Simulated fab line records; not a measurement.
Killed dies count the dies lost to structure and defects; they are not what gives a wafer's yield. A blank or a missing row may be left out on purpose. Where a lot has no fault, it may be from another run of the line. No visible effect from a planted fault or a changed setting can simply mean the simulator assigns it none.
Struck lot and sound lot, side by side + flow sky130 + 22 steps out of a route of 708
Sound: the wafers L766.1, L766.3, L766.4. Wafers struck: L775.1, L775.3, L775.5. Last of all comes the cause.
At each step with rows: each side's tool, then ch and its chambers, then its first start. Under that, the readings that differ: sound wafers + struck wafers + difference of the means + sigmas: that difference in standard deviations of wafers without a fault.
alike: readings with means less than 2 such deviations apart, plus words and numbers identical on both sides. not compared: withheld readings, readings lacking a value on some wafer, bounds such as >300 that could conceal the same value, and numbers that have no deviation in the record and whose values overlap.
Wherever a step has rows on one side only, a row that says differs or no value, or a row with sigmas, the two part there. Numbers that have no deviation but don't overlap get no sigmas and don't part them. A reading missing from all wafers of one side parts the sides only when that side holds two or more wafers.

first, 5 steps without rows for these wafers: SKY_LDD_P_COAT_02 (resist thk 1140 nm); SKY_LDD_P_SOFTBAKE_03 (time 60 s); SKY_LDD_P_EXPOSE_04 (exposes mask PSDM, target cd 380 nm); SKY_LDD_P_PEB_05; SKY_LDD_P_DEVELOP_06 (develop time 62.21 s).
SKY_LDD_P_CD_MEAS_07: target cd 380 nm.
  struck on cdSem-02, day 24 18:35; sound on cdSem-02, day 21 16:04
  alike: cdNm
SKY_LDD_P_OVL_MEAS_08:
  struck on overlay-01, day 24 18:43; sound on overlay-01, day 21 16:11
  alike: LDD_P_OVL
then, 1 step without rows for these wafers: SKY_LDD_P_IMPLANT_09.
SKY_LDD_P_STRIP_10: strips in O2/N2.
  sound on plasmaAsher-01 ch 0,1, day 21 16:22; struck on plasmaAsher-01 ch 0, day 24 18:54
  alike: drypumpMotorCurrentA, o2FlowSccm, oesProductAu, stripTimeToEndpointS
  not compared: rfHoursCounterH
SKY_LDD_P_TW_MEAS_11:
  struck on filmMetro-03, day 24 19:00; sound on filmMetro-01, day 21 16:28
  alike: LDD_P_TW
then, 2 steps without rows for these wafers: SKY_LDD_HVN_DEHYDRATE_00 (time 60 s); SKY_LDD_HVN_HMDS_01 (prime time 60 s).
SKY_LDD_HVN_COAT_02: resist thk 300 nm.
  sound on lithoTrack-03 ch 0, day 22 08:31; struck on lithoTrack-04 ch 0, day 25 09:55
| reading                                     | sound           | struck            | difference | sigmas |
|---------------------------------------------|-----------------|-------------------|------------|--------|
| model.NOVOLAK_of_LDD_HVN_COAT_02.thkNm (nm) | 302.1 301.7 301 | 178.7 178.5 178.3 | -123.1     |        |
then, 3 steps without rows for these wafers: SKY_LDD_HVN_SOFTBAKE_03 (time 60 s); SKY_LDD_HVN_EXPOSE_04 (exposes mask HVNTM, target cd 700 nm); SKY_LDD_HVN_PEB_05.
SKY_LDD_HVN_DEVELOP_06: develop time 60 s.
  sound on lithoTrack-01 ch 0, day 22 23:14; struck on lithoTrack-04 ch 0, day 26 01:10
| reading                                     | sound             | struck            | difference | sigmas |
|---------------------------------------------|-------------------|-------------------|------------|--------|
| model.NOVOLAK_of_LDD_HVN_COAT_02.thkNm (nm) | 301.7 301.3 300.6 | 178.3 178.1 177.8 | -123.1     |        |
SKY_LDD_HVN_OVL_MEAS_07:
  struck on overlay-02, day 26 01:19; sound on overlay-01, day 22 23:23
  alike: LDD_HVN_OVL
then, 1 step without rows for these wafers: SKY_LDD_HVN_IMPLANT_08.
SKY_LDD_HVN_STRIP_09: strips in O2/N2.
  sound on plasmaAsher-04 ch 0,1, day 22 23:35; struck on plasmaAsher-04 ch 0,1, day 26 01:30
| reading                  | sound             | struck            | difference | sigmas      |
|--------------------------|-------------------|-------------------|------------|-------------|
| oesProductAu (a.u.)      | 0.409 0.411 0.410 | 0.335 0.341 0.338 | -0.072     | -14         |
| stripTimeToEndpointS (s) | 4.154 4.155 4.165 | 2.512 2.513 2.524 | -1.642     | -99 or more |
  alike: drypumpMotorCurrentA, o2FlowSccm
  not compared: rfHoursCounterH
SKY_LDD_HVN_TW_MEAS_10:
  struck on filmMetro-02, day 26 01:36; sound on filmMetro-04, day 22 23:41
  alike: LDD_HVN_TW
SKY_PAD_OPEN_PROBE_99:
  the record holds rows for the sound wafers here (prober-02, day 48 06:32) but none for the struck ones

WHERE THEY PART
First at SKY_LDD_HVN_STRIP_09; last, within this record, at SKY_PAD_OPEN_PROBE_99.

WHY: the cause the simulator had injected
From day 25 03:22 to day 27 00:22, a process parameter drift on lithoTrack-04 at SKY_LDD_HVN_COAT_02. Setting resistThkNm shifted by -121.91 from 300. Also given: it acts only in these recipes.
